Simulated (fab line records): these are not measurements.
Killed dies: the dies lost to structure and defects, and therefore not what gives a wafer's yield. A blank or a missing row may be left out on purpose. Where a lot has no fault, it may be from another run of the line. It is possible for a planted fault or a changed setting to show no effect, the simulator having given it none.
Struck lot and sound lot, side by side :: flow gf180mcu :: 14 out of 602 route steps
Sound: wafers L266.4, L266.5, L266.6. The struck wafers were L268.1, L268.4, L268.5. The cause is given at the end.
Order at every step that has rows: each side's tool, ch and its chambers, its first start. Under that, the readings that differ: sound wafers :: struck wafers :: difference of the means :: sigmas: that difference in standard deviations of wafers without a fault.
alike: readings with means less than 2 such deviations apart, plus words and numbers identical on both sides. not compared: withheld readings, readings lacking a value on some wafer, bounds such as >300 that could conceal the same value, and numbers that have no deviation in the record and whose values overlap.
A row with sigmas, a row that says differs or no value, or rows on one side alone: a step with any of these is where the two part. Numbers that have no deviation but don't overlap get no sigmas and don't part them. Lack of a reading on every wafer of one side parts them only where that side has two or more wafers.

GF_HV_LDD_OVL_MEAS_32:
  struck on overlay-02, day 15 10:47; sound on overlay-02, day 14 23:07
  alike: HV_LDD_02_OVL
then, 4 steps without rows for these wafers: GF_HV_LDD_IMPLANT_33; GF_HV_LDD_IMPLANT_34; GF_HV_LDD_IMPLANT_35; GF_HV_LDD_IMPLANT_36.
GF_HV_LDD_STRIP_37: strips in O2/N2.
  sound on plasmaAsher-01 ch 0,1, day 14 23:46; struck on plasmaAsher-01 ch 0, day 15 11:25
  alike: drypumpMotorCurrentA, heaterPowerW, oesProductAu, stripTimeToEndpointS
  not compared: rfHoursCounterH
GF_HV_LDD_TW_MEAS_38:
  struck on filmMetro-01, day 15 11:31; sound on filmMetro-01, day 14 23:52
  alike: HV_LDD_3_TW
then, 5 steps without rows for these wafers: GF_HV_LDD_DEHYDRATE_39 (time 60 s); GF_HV_LDD_HMDS_40 (prime time 60 s); GF_HV_LDD_COAT_41 (resist thk 1000 nm); GF_HV_LDD_SOFTBAKE_42 (time 60 s); GF_HV_LDD_EXPOSE_43 (exposes mask Pplus HV AREA, target cd 400 nm).
GF_HV_LDD_PEB_44:
  struck on lithoTrack-03, day 16 08:25; sound on lithoTrack-02 ch 0, day 15 21:23
reading: exhaustPa (Pa)
sound: 45.5 45.7 44.9
struck: - - -
difference: no value on the struck wafers
sigmas: 
  not compared: chillPlateTempC
then, 1 step without rows for these wafers: GF_HV_LDD_DEVELOP_45 (develop time 60 s).

## WHERE THEY PART
At GF_HV_LDD_PEB_44 and nowhere else, as far as this record goes.

WHY: the cause the simulator had injected
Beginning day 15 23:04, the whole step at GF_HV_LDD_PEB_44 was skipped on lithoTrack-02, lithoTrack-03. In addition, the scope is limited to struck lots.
